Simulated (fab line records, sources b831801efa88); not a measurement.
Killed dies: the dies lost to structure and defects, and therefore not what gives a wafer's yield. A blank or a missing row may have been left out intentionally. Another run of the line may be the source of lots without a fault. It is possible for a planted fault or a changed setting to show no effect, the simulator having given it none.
Check for tools in common ; flow gf180mcu ; 36 wafers sampled across 12 lots

== REASON IT WAS OPENED ==
At GF_V3_THK_MEAS_01 the reading V3_CVD_00_THK is flagged on 2 of 12 lots. No-fault wafers: 597 nm, standard deviation 6.9.
Rule: a lot is flagged when every wafer of it that has a number lies more than 4 standard deviations from that mean, or none has a number. The other lots count as sound.

lot;measured;on;V3_CVD_00_THK (nm), wafer by wafer;flag
L311;day 21 02:28;film-metro-02;599 581 592;
L312;day 21 07:04;film-metro-02;599 603 594;
L313;day 21 17:24;film-metro-02;601 599 597;
L314;day 23 04:22;film-metro-04;608 603 609;
L319;day 24 16:16;film-metro-02;506 510 503;FLAGGED
L318;day 24 19:41;film-metro-02;504 503 500;FLAGGED
L327;day 27 03:50;film-metro-04;605 602 603;
L329;day 27 12:17;film-metro-03;594 601 605;
L330;day 27 19:43;film-metro-03;596 598 603;
L331;day 28 03:26;film-metro-03;592 585 598;
L333;day 28 12:36;film-metro-02;603 604 592;
L334;day 28 20:11;film-metro-03;599 615 608;
Average over the flagged lots: 504 nm; offset from the usual -93 nm, equal to -13 standard deviations.

== LOT BY LOT: THE TOOL USED ==
Before the reading, the record contains 2 process steps out of a 602-step route. Every cell lists first the tool, next ch and the chambers used by the sampled wafers, and last the start.
lot;flag;GF_M3_SPUTTER_01;GF_V3_CVD_00
L311;;pvd-sputter-03, day 20 01:31;hdpcvd-01 ch 0,1,2, day 21 02:24
L312;;pvd-sputter-03, day 20 06:07;hdpcvd-02 ch 0,1,2, day 21 07:01
L313;;pvd-sputter-01, day 20 15:54;hdpcvd-02 ch 0,1,2, day 21 17:18
L314;;pvd-sputter-03, day 22 03:34;hdpcvd-02 ch 0,1,2, day 23 04:18
L319;FLAGGED;pvd-sputter-01, day 23 16:49;hdpcvd-02 ch 0,1, day 24 16:11
L318;FLAGGED;pvd-sputter-02, day 23 20:10;hdpcvd-02 ch 0,1,2, day 24 19:37
L327;;pvd-sputter-03, day 26 06:35;hdpcvd-02 ch 0,2, day 27 03:46
L329;;pvd-sputter-01, day 26 15:43;hdpcvd-01 ch 0,1,2, day 27 12:13
L330;;pvd-sputter-01, day 26 22:10;hdpcvd-02 ch 0,1,2, day 27 19:40
L331;;pvd-sputter-03, day 27 07:47;hdpcvd-01 ch 0,1, day 28 03:22
L333;;pvd-sputter-03, day 27 16:31;hdpcvd-02 ch 0,1, day 28 12:31
L334;;pvd-sputter-03, day 28 00:23;hdpcvd-01 ch 0,2, day 28 20:07
What is done by these steps:
- GF_M3_SPUTTER_01: material TiN, target thk 30 nm, time 25 s.
- GF_V3_CVD_00: deposits SiO2, target thk 600 nm, time 100 s.
- GF_V3_THK_MEAS_01

== FLAGGED AGAINST TOTAL, ONE TOOL AT A TIME (gauges that did the reading follow at the end) ==
step;tool;lots run;flagged;share of the flagged lots;sound lots run after its first flagged lot
GF_M3_SPUTTER_01;pvd-sputter-01;4;1;some;2 (L329,L330)
GF_M3_SPUTTER_01;pvd-sputter-02;1;1;some;0
GF_M3_SPUTTER_01;pvd-sputter-03;7;0;none;-
GF_V3_CVD_00;hdpcvd-01;4;0;none;-
GF_V3_CVD_00;hdpcvd-02;8;2;all;3 (L327,L330,L333)
GF_V3_THK_MEAS_01;film-metro-02;6;2;all;1 (L333)
GF_V3_THK_MEAS_01;film-metro-03;4;0;none;-
GF_V3_THK_MEAS_01;film-metro-04;2;0;none;-

== WHAT THE TABLE PERMITS ==
Every flagged lot went through 2 rows of the table: hdpcvd-02 at GF_V3_CVD_00 and film-metro-02 at GF_V3_THK_MEAS_01.
- hdpcvd-02 at GF_V3_CVD_00 ran 8 lots, 2 of them flagged. Lots that were sound ran on it after the first flagged one (L327, L330, L333); a persistent fault on the entire tool would not allow that. Its own readings (sih4-flow-sccm) fall more than 4 standard deviations out on all wafers of the flagged lots.
- film-metro-02 at GF_V3_THK_MEAS_01 ran 6 lots, 2 of them flagged. Lots that were sound ran on it after the first flagged one (L333); a persistent fault on the entire tool would not allow that.
No row of the table ran every flagged lot and no sound lot after the first.

== WHAT THE SIMULATOR PUT IN ==
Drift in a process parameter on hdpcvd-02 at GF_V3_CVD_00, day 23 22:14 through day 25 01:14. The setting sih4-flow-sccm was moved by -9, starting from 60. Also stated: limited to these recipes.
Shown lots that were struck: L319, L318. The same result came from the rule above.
